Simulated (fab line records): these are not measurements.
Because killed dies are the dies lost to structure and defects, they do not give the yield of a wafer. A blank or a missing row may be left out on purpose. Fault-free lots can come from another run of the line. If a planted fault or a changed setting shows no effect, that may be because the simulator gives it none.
Matching of chambers ; flow sky130 ; 3 sister chambers for SKY_CAP2M_CVD_00 on pecvd-01
The step deposits SiO2, target thk 15.5 nm. 14 wafers are shown with their chamber, then 7 later ones without.

## WAFERS PAIRED WITH THEIR CHAMBERS
wafer;chamber;heater_power_w (W);heater_power_outer_w (W)
L166.1;1;822;548
L166.2;2;874;523
L166.5;2;888;525
L167.1;2;874;504
L167.2;1;799;509
L167.4;0;862;490
L168.3;1;815;532
L168.5;2;892;513
L168.6;1;827;532
L170.2;0;836;454
L170.3;1;722;455
L170.5;1;701;453
L172.1;1;831;547
L172.2;0;805;443

SIGNATURES, as means of the wafers listed above
reading;chamber 0;chamber 1;chamber 2;scatter within a chamber
heater_power_w;834.33;788.14;882.00;41.8
heater_power_outer_w;462.33;510.86;516.25;32.4
Rule: for each reading, subtract the chamber's mean from the wafer's reading, divide by that reading's scatter and square the result; add these up over the readings and take the root, which gives the wafer's distance from the chamber. If the next closest chamber is less than 2 further off than the closest, the wafer can't be placed; otherwise it belongs to the closest. The scatter: the root of (the sum of the squares of (reading less its chamber's mean) over the shown wafers, divided by (wafers less chambers)).

## WAFERS WHOSE CHAMBER IS MISSING
wafer;heater_power_w (W);heater_power_outer_w (W)
L172.4;811;454
L185.1;807;443
L185.2;824;552
L185.4;855;486
L189.1;908;541
L189.4;846;477
L189.6;904;522

## WHICH CHAMBER EACH WENT THROUGH
wafer;from the rows above;in truth
L172.4;can't be placed: 0 or 1 or 2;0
L185.1;can't be placed: 0 or 1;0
L185.2;can't be placed: 1 or 2 or 0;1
L185.4;can't be placed: 0 or 2 or 1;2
L189.1;2;2
L189.4;can't be placed: 0 or 2 or 1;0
L189.6;can't be placed: 2 or 0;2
Placed correctly: 1 of 7. Unplaceable from these rows: 6, with the true chamber sitting among the candidates in 6. Wrongly placed: 0.
